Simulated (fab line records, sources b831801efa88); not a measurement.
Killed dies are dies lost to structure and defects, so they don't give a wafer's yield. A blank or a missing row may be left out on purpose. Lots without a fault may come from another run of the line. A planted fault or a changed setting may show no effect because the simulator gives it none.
Which tool did it? | flow sfq_line | 15 lots, 45 wafers sampled, at 1 step of a route of 325

WHAT THE GAUGES READ, wafer by wafer
The record holds no reading of a measuring or inspecting step that can be judged against a usual standard deviation.

WHICH TOOL RAN EACH LOT (tool, then ch and the chambers of the sampled wafers, then the start)
lot  | SFQ_TRILAYER_M5_LITHO_PEB_126
L399 | litho_track-03 ch 0, day 56 19:18
L402 | litho_track-02 ch 0, day 57 01:17
L405 | litho_track-02 ch 0, day 57 12:17
L406 | litho_track-02 ch 0, day 57 13:30
L407 | litho_track-03 ch 0, day 57 17:06
L408 | litho_track-01 ch 0, day 57 19:29
L409 | litho_track-03 ch 0, day 57 21:56
L410 | litho_track-03, day 58 01:29
L411 | litho_track-01, day 58 04:59
L412 | litho_track-02, day 58 16:25
L414 | litho_track-03 ch 0, day 59 06:14
L415 | litho_track-02 ch 0, day 59 14:01
L419 | litho_track-02 ch 0, day 60 11:02
L420 | litho_track-03 ch 0, day 60 15:52
L421 | litho_track-01 ch 0, day 60 20:40
- SFQ_TRILAYER_M5_LITHO_PEB_126: peb time 60 s.

WHAT THE TOOLS THEMSELVES READ (means of the sampled wafers that have a number; where no wafer has one, the mark that the record gives instead)
SFQ_TRILAYER_M5_LITHO_PEB_126. Usual: chill_plate_temp_C 23.00 C, standard deviation 0.11; exhaust_pa 45.0 Pa, standard deviation 0.94.
lot  | tool           | chill_plate_temp_C (C) | exhaust_pa (Pa) | flag
L399 | litho_track-03 | 23.09                  | 44.7            |
L402 | litho_track-02 | 22.93                  | 44.8            |
L405 | litho_track-02 | 23.10                  | 44.1            |
L406 | litho_track-02 | 22.94                  | 44.1            |
L407 | litho_track-03 | 23.14                  | 44.6            |
L408 | litho_track-01 | 23.04                  | 45.1            |
L409 | litho_track-03 | 23.14                  | 45.5            |
L410 | litho_track-03 | -                      | -               | OFF
L411 | litho_track-01 | -                      | -               | OFF
L412 | litho_track-02 | -                      | -               | OFF
L414 | litho_track-03 | 22.87                  | 46.0            |
L415 | litho_track-02 | 23.13                  | 44.5            |
L419 | litho_track-02 | 23.03                  | 44.8            |
L420 | litho_track-03 | 23.05                  | 44.6            |
L421 | litho_track-01 | 22.95                  | 45.8            |

THE ANSWER, worked out from the rows above alone
Rule: a lot is off if the mean of its wafers that have a number lies more than 3 standard deviations from the usual mean. A lot without any number at a reading at which 4 lots or more have one is off too. The other lots that the step has rows for count as sound. The gauges are gone through in route order, then the tools' own readings, and for those a lot's mean is taken as printed above. The first step at which some lot is off is used, and at that step the reading that is off furthest; a lot without a number counts as furthest.
Off: L410, L411, L412, at SFQ_TRILAYER_M5_LITHO_PEB_126 (chill_plate_temp_C). Without a number there: L410, L411, L412.
A tool fits if, at that step or a process step before it, it ran every lot that is off, and no sound lot after the first of them. None of those tried fits.

WHAT THE SIMULATOR HAD PUT IN
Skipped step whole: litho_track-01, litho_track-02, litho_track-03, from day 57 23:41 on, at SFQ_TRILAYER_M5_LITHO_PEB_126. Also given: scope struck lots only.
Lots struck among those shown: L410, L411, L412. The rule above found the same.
